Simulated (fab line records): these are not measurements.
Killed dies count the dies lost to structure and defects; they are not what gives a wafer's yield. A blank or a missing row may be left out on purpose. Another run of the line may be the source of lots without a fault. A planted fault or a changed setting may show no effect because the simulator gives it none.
A lot that was struck, set against a sound lot :: flow sky130 :: 42 out of 708 route steps
Sound: these wafers, L582.2, L582.5, L582.6. Struck: wafers L603.1, L603.5. (L603.4 of the same lot was not struck and is left out.) The cause comes at the end.
Per side, at each step with rows, come the tool, then ch with its chambers, and then its first start. Under that, the readings that differ: sound wafers :: struck wafers :: difference of the means :: sigmas: that difference in standard deviations of wafers without a fault.
alike: same words and numbers on both sides, and readings whose means sit less than 2 such deviations apart. not compared: any withheld reading, any reading some wafer has no value for, any bound like >300 that may hide the same value, and any number with overlapping values for which the record gives no deviation.
Wherever a step has rows on one side only, a row that says differs or no value, or a row with sigmas, the two part there. Numbers that have no deviation but don't overlap get no sigmas and don't part them. A reading missing from all wafers of one side parts the sides only when that side holds two or more wafers.

first, 4 steps without rows for these wafers: SKY_PWDE_SOFTBAKE_03; SKY_PWDE_EXPOSE_04 (exposes mask PWDEM, target cd 840 nm); SKY_PWDE_PEB_05; SKY_PWDE_DEVELOP_06 (develop time 60 s).
SKY_PWDE_OVL_MEAS_07:
  sound on overlay-01 at day 4 04:19; struck on overlay-01 at day 9 05:51
  alike: PWDE_OVL
following that, these wafers have no rows for 1 step: SKY_PWDE_IMPLANT_08.
SKY_PWDE_STRIP_09: strips in O2/N2.
  sound on plasma_asher-01 ch 0,1, day 4 04:29; struck on plasma_asher-02 ch 0,1, day 9 06:02
  alike: drypump_motor_current_A, n2_flow_sccm, oes_product_au, strip_time_to_endpoint_s
  not compared: rf_hours_counter_h
SKY_PWDE_TW_MEAS_10:
  sound on film_metro-04 at day 4 04:36; struck on film_metro-02 at day 9 06:08
  alike: PWDE_TW
then, 4 steps without rows for these wafers: SKY_NWELL_DEHYDRATE_03 (time 60 s); SKY_NWELL_HMDS_04 (prime time 60 s); SKY_NWELL_COAT_05 (resist thk 3000 nm); SKY_NWELL_SOFTBAKE_06.
SKY_NWELL_EXPOSE_07: exposes mask NWM, target cd 840 nm.
  sound on iline_stepper-01 ch 0, day 4 13:26; struck on iline_stepper-01 ch 0, day 9 18:04
  alike: mask, exposure_dose_mJ_cm2, focus_offset_nm
then, 2 steps without rows for these wafers: SKY_NWELL_PEB_08; SKY_NWELL_DEVELOP_09 (develop time 60 s).
SKY_NWELL_OVL_MEAS_10:
  sound on overlay-01 at day 4 21:58; struck on overlay-01 at day 10 05:38
  alike: NWELL_00_OVL
then, 3 steps without rows for these wafers: SKY_NWELL_IMPLANT_11; SKY_NWELL_IMPLANT_12; SKY_NWELL_IMPLANT_13.
SKY_NWELL_STRIP_14: strips in O2/N2.
  sound on plasma_asher-02 ch 0,1, day 4 22:26; struck on plasma_asher-03 ch 0, day 10 06:07
  alike: drypump_motor_current_A, n2_flow_sccm, oes_product_au, strip_time_to_endpoint_s
  not compared: rf_hours_counter_h
SKY_NWELL_TW_MEAS_15:
  sound on film_metro-03 at day 4 22:33; struck on film_metro-04 at day 10 06:13
reading: NWELL_TW
sound: 1842 1850 1843
struck: 1821 1829
difference: -20
sigmas: -2
then, 7 steps without rows for these wafers: SKY_NWELL_DEHYDRATE_16 (time 60 s); SKY_NWELL_HMDS_17 (prime time 60 s); SKY_NWELL_COAT_18 (resist thk 3000 nm); SKY_NWELL_SOFTBAKE_19; SKY_NWELL_EXPOSE_20 (exposes mask NWM COMPLEMENT, target cd 840 nm); SKY_NWELL_PEB_21; SKY_NWELL_DEVELOP_22 (develop time 60 s).
SKY_NWELL_OVL_MEAS_23:
  sound on overlay-02 at day 5 15:34; struck on overlay-02 at day 11 06:14
reading: NWELL_01_OVL (nm)
sound: 1.7 2.1 2.3
struck: -0.5 -2.0
difference: -3.3
sigmas: -2
following that, these wafers have no rows for 1 step: SKY_NWELL_IMPLANT_24.
SKY_NWELL_STRIP_25: strips in O2/N2.
  sound on plasma_asher-04 ch 0,1, day 5 15:44; struck on plasma_asher-03 ch 0,1, day 11 06:25
  alike: drypump_motor_current_A, n2_flow_sccm, oes_product_au, strip_time_to_endpoint_s
  not compared: rf_hours_counter_h
SKY_NWELL_TW_MEAS_26:
  sound on film_metro-04 at day 5 15:51; struck on film_metro-02 at day 11 06:31
reading: NWELL_2_TW
sound: 498.2 494.6 496.9
struck: 504.4 499.9
difference: +5.6
sigmas: +3
then, 1 step without rows for these wafers: SKY_NWELL_CLEAN_27 (cleans in SC1/SC2, time 150 s).
SKY_NWELL_RTA_28: time 30 s.
  sound on rtp_anneal-02 ch 0, day 5 15:58; struck on rtp_anneal-01 ch 0, day 11 06:38
  alike: lamp_power_pct, wafer_temp_C_max
SKY_NWELL_RS_MEAS_29: measurement is done with a four-point probe.
  sound on film_metro-03 at day 5 16:04; struck on film_metro-04 at day 11 06:44
reading: NWELL_RS (ohm/sq)
sound: 622.0 622.6 620.1
struck: 625.1 626.7
difference: +4.3
sigmas: +2
SKY_NWELL_RS_MEAS_31: measurement is done with a four-point probe.
  sound on film_metro-03 at day 5 16:19; struck on film_metro-04 at day 11 06:58
  alike: PWDE_RS
then, 5 steps without rows for these wafers: SKY_VT_ADJUST_HVTP_DEHYDRATE_00 (time 60 s); SKY_VT_ADJUST_HVTP_HMDS_01 (prime time 60 s); SKY_VT_ADJUST_HVTP_COAT_02 (resist thk 1140 nm); SKY_VT_ADJUST_HVTP_SOFTBAKE_03 (time 60 s); SKY_VT_ADJUST_HVTP_EXPOSE_04 (exposes mask HVTPM, target cd 380 nm).
-- the record jumps here: 41 days lie between the struck wafers' starts before and after (it left off in module VT_ADJUST_HVTP and takes up again in module PAD_OPEN, whose first step shown is number 708 of the route) --
SKY_PAD_OPEN_PROBE_99:
  sound on prober-01 at day 47 18:58; struck on prober-02 at day 52 00:50
reading: model.etest.pfet_16v.r_on_ohm_um
sound: 1.528e+04 1.519e+04 1.523e+04
struck: 1.583e+04 1.628e+04
difference: +8.217e+02
sigmas: 

reading: model.etest.res_nwell.line_ohm_um
sound: 1136 1099 1119
struck: 973 1000
difference: -132
sigmas: 

reading: model.etest.res_nwell.width_nm (nm)
sound: 845.9 847.9 847.6
struck: 950.6 952.9
difference: +104.6
sigmas: 

reading: model.etest.res_iso_pwell.width_nm (nm)
sound: 2641 2645 2638
struck: 2595 2589
difference: -49
sigmas: 

reading: model.etest.pfet_16v.drive_ua_um
sound: 246.9 247.7 245.4
struck: 227.8 220.9
difference: -22.3
sigmas: 

reading: model.etest.nfet_16v.drive_ua_um
sound: 222.5 221.2 218.7
struck: 222.8 223.1
difference: +2.2
sigmas: 

reading: model.etest.iso_nwell_nwell.leak_log10_a_um
sound: -13.62 -13.41 -13.57
struck: -12.81 -12.39
difference: +0.93
sigmas: 
  not compared: model.etest.nfet_16v.r_on_ohm_um

WHERE THEY PART
First at SKY_NWELL_TW_MEAS_15; last, within this record, at SKY_NWELL_RS_MEAS_29. Later steps at which nothing parts them and some readings are alike: SKY_NWELL_RS_MEAS_31.

WHY: the cause the simulator had injected
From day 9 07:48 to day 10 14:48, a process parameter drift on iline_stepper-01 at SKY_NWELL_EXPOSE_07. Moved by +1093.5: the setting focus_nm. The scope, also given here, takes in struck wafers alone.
